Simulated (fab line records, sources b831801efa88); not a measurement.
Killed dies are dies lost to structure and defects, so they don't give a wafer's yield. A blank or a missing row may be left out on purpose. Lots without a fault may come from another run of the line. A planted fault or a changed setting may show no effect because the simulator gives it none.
Which tool did it? | flow sky130 | 15 lots, 45 wafers sampled, at 3 steps of a route of 708

WHAT THE GAUGES READ, wafer by wafer
SKY_PWDE_OVL_MEAS_07. Usual: PWDE_OVL 0.0 nm, standard deviation 1.3.
lot  | measured    | on         | PWDE_OVL (nm)  | flag
L783 | day 3 23:57 | overlay-02 | 2.0 0.7 -0.4   |
L784 | day 4 05:11 | overlay-01 | 1.6 0.3 0.6    |
L786 | day 4 11:05 | overlay-01 | 0.3 0.2 0.2    |
L787 | day 4 17:11 | overlay-01 | -2.2 -0.7 -0.7 |
L796 | day 6 19:53 | overlay-02 | -1.1 -0.2 -1.0 |
L798 | day 7 10:07 | overlay-02 | 1.1 0.8 0.5    |
L799 | day 7 15:38 | overlay-01 | 1.3 1.9 1.5    |
L800 | day 7 20:20 | overlay-02 | 0.6 0.4 -0.2   |
L801 | day 8 03:42 | overlay-02 | -2.6 -1.3 -1.1 |
L802 | day 8 09:56 | overlay-01 | 0.1 -0.5 -0.5  |
L804 | day 8 19:43 | overlay-01 | -0.1 -1.1 -0.9 |
L806 | day 9 04:50 | overlay-02 | -2.4 0.1 1.6   |

SKY_VT_ADJUST_HVTP_OVL_MEAS_08. Usual: VT_ADJUST_HVTP_OVL 0.3 nm, standard deviation 1.6.
lot  | measured     | on         | VT_ADJUST_HVTP_OVL (nm) | flag
L783 | day 6 05:45  | overlay-02 | 2.2 1.9 0.9             |
L784 | day 6 11:21  | overlay-01 | -0.2 -1.5 -1.0          |
L786 | day 6 17:23  | overlay-01 | -0.2 -0.3 0.3           |
L787 | day 7 00:21  | overlay-01 | -0.2 1.3 2.3            |
L796 | day 9 11:08  | overlay-01 | 0.6 -0.3 -0.6           |
L798 | day 10 03:05 | overlay-02 | -0.5 0.4 -1.6           |
L799 | day 10 09:31 | overlay-02 | -0.5 0.5 0.8            |
L800 | day 10 15:00 | overlay-02 | -1.6 1.3 -0.5           |
L801 | day 10 23:50 | overlay-02 | -0.8 -0.5 -2.3          |
L802 | day 11 05:17 | overlay-02 | -1.7 -0.7 -0.6          |
L804 | day 11 16:32 | overlay-01 | 2.2 2.8 2.5             |
L806 | day 12 03:20 | overlay-02 | -1.0 0.6 -0.9           |

WHICH TOOL RAN EACH LOT (tool, then ch and the chambers of the sampled wafers, then the start)
lot  | SKY_FIELD_ISO_STRIP_16
L783 | plasma_asher-04 ch 0,1, day 2 04:58
L784 | plasma_asher-01 ch 0,1, day 2 11:22
L786 | plasma_asher-04 ch 1, day 2 20:06
L787 | plasma_asher-04 ch 1, day 3 02:03
L791 | plasma_asher-03 ch 0,1, day 3 22:28
L792 | plasma_asher-04 ch 0,1, day 4 03:00
L793 | plasma_asher-01 ch 0,1, day 4 08:00
L796 | plasma_asher-01 ch 0,1, day 4 23:38
L798 | plasma_asher-01 ch 0,1, day 5 11:41
L799 | plasma_asher-03 ch 0,1, day 5 16:31
L800 | plasma_asher-01 ch 0,1, day 5 20:25
L801 | plasma_asher-01 ch 0,1, day 6 04:26
L802 | plasma_asher-03 ch 1, day 6 07:47
L804 | plasma_asher-04 ch 0,1, day 6 18:36
L806 | plasma_asher-04 ch 0, day 7 04:32
- SKY_FIELD_ISO_STRIP_16: strips in O2/N2.

WHAT THE TOOLS THEMSELVES READ (means of the sampled wafers that have a number; where no wafer has one, the mark that the record gives instead)
SKY_FIELD_ISO_STRIP_16. Usual: chamber_pressure_mTorr 1500.2 mTorr, standard deviation 1.5; drypump_motor_current_A 5.8 A, standard deviation 0.43; oes_product_au 0.378 a.u., standard deviation 0.0048; strip_time_to_endpoint_s 3.55 s, standard deviation 0.062.
lot  | tool            | chamber_pressure_mTorr (mTorr) | drypump_motor_current_A (A) | oes_product_au (a.u.) | strip_time_to_endpoint_s (s) | flag
L783 | plasma_asher-04 | 1498.3                         | 5.8                         | 0.381                 | 3.55                         |
L784 | plasma_asher-01 | 1499.4                         | 5.8                         | 0.382                 | 3.63                         |
L786 | plasma_asher-04 | 1499.6                         | 5.5                         | 0.382                 | 3.65                         |
L787 | plasma_asher-04 | 1499.8                         | 5.5                         | 0.381                 | 3.56                         |
L791 | plasma_asher-03 | -                              | -                           | -                     | -                            | OFF
L792 | plasma_asher-04 | -                              | -                           | -                     | -                            | OFF
L793 | plasma_asher-01 | -                              | -                           | -                     | -                            | OFF
L796 | plasma_asher-01 | 1500.0                         | 6.0                         | 0.379                 | 3.57                         |
L798 | plasma_asher-01 | 1499.7                         | 5.8                         | 0.377                 | 3.55                         |
L799 | plasma_asher-03 | 1500.6                         | 5.3                         | 0.377                 | 3.51                         |
L800 | plasma_asher-01 | 1499.8                         | 5.8                         | 0.377                 | 3.52                         |
L801 | plasma_asher-01 | 1501.1                         | 6.0                         | 0.375                 | 3.48                         |
L802 | plasma_asher-03 | 1502.0                         | 5.2                         | 0.375                 | 3.58                         |
L804 | plasma_asher-04 | 1500.3                         | 6.2                         | 0.379                 | 3.57                         |
L806 | plasma_asher-04 | 1500.9                         | 6.6                         | 0.375                 | 3.44                         |

THE ANSWER, worked out from the rows above alone
Rule: a lot is off if the mean of its wafers that have a number lies more than 3 standard deviations from the usual mean. A lot without any number at a reading at which 4 lots or more have one is off too. The other lots that the step has rows for count as sound. The gauges are gone through in route order, then the tools' own readings, and for those a lot's mean is taken as printed above. The first step at which some lot is off is used, and at that step the reading that is off furthest; a lot without a number counts as furthest.
Off: L791, L792, L793, at SKY_FIELD_ISO_STRIP_16 (chamber_pressure_mTorr). Without a number there: L791, L792, L793.
A tool fits if, at that step or a process step before it, it ran every lot that is off, and no sound lot after the first of them. None of those tried fits.

WHAT THE SIMULATOR HAD PUT IN
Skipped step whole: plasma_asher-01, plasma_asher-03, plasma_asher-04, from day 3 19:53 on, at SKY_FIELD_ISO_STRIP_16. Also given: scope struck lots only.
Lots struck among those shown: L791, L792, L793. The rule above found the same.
